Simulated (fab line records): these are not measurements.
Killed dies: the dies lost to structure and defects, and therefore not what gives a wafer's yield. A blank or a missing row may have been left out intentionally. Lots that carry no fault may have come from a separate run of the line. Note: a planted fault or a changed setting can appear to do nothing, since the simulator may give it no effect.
A struck lot beside a sound one / flow sky130 / 15 out of 708 route steps
Sound: these wafers, L706.3, L706.4, L706.5. Wafers struck: L718.4, L718.6. Last of all comes the cause.
Order at every step that has rows: each side's tool, ch and its chambers, its first start. Under that, the readings that differ: sound wafers / struck wafers / difference of the means / sigmas: that difference in standard deviations of wafers without a fault.
alike: readings with means less than 2 such deviations apart, plus words and numbers identical on both sides. not compared: withheld readings, readings lacking a value on some wafer, bounds such as >300 that could conceal the same value, and numbers that have no deviation in the record and whose values overlap.
The two part at a step that has a row with sigmas, a row that says differs or no value, or rows on one side only. When numbers do not overlap yet have no deviation, they are printed without sigmas and do not part them. A reading missing from all wafers of one side parts the sides only when that side holds two or more wafers.

first, 1 step without rows for these wafers: SKY_POLY_CUT_DEVELOP_07 (develop time 60 s).
SKY_POLY_CUT_CD_MEAS_08: the cd target is 270 nm.
  sound on cd sem-02 at day 26 17:34; struck on cd sem-02 at day 30 08:24
  alike: cd nm
SKY_POLY_CUT_OVL_MEAS_09:
  sound on overlay-02 at day 26 17:39; struck on overlay-02 at day 30 08:29
  alike: POLY_CUT_OVL
SKY_POLY_CUT_ETCH_10: etches BARC in N2/H2, stops on SiO2, time 45.9 s, target depth 60 nm.
  sound on rie diel-04 ch 0,1,3, day 26 17:40; struck on rie diel-04 ch 2,3, day 30 08:31
  alike: drypump motor current A, n2 flow sccm, oes product au, rf fwd power W, throttle valve pct
  not compared: rf hours counter h
SKY_POLY_CUT_ETCH_11: etches Si3N4 in CF4/CH2F2/Ar, stops on poly-Si, time 42.5 s, target depth 60 nm.
  sound on rie diel-04 ch 0,1,3, day 26 17:43; struck on rie diel-04 ch 2,3, day 30 08:34
  alike: drypump motor current A, oes product au, rf fwd power W, throttle valve pct
  not compared: rf hours counter h
SKY_POLY_CUT_STRIP_12: strips in O2/N2.
  sound on plasma asher-03 ch 0,1, day 26 17:47; struck on plasma asher-02 ch 0,1, day 30 08:37
  alike: drypump motor current A, n2 flow sccm, oes product au, strip time to endpoint s
  not compared: rf hours counter h
then, 6 steps without rows for these wafers: SKY_SD_P_DEHYDRATE_00 (time 60 s); SKY_SD_P_HMDS_01 (prime time 60 s); SKY_SD_P_COAT_02 (resist thk 1140 nm); SKY_SD_P_SOFTBAKE_03 (time 60 s); SKY_SD_P_EXPOSE_04 (exposes mask PSDM, target cd 380 nm); SKY_SD_P_PEB_05.
SKY_SD_P_DEVELOP_06: develop time 60 s.
  sound on litho track-04 ch 0, day 27 22:01; struck on litho track-04 ch 0, day 31 12:26
  alike: resist line temp C
SKY_SD_P_CD_MEAS_07: the cd target is 380 nm.
  sound on cd sem-01 at day 27 22:09; struck on cd sem-02 at day 31 12:34
reading=cd nm (nm); sound=375.3 380.0 377.4; struck=340.0 338.9; difference=-38.1; sigmas=-14
SKY_SD_P_OVL_MEAS_08:
  sound on overlay-01 at day 27 22:14; struck on overlay-01 at day 31 12:39
  alike: SD_P_OVL

== WHERE THEY PART ==
SKY_SD_P_CD_MEAS_07 only, going by this record. Later steps at which nothing parts them and some readings are alike: SKY_SD_P_OVL_MEAS_08.

WHY: the cause the simulator had injected
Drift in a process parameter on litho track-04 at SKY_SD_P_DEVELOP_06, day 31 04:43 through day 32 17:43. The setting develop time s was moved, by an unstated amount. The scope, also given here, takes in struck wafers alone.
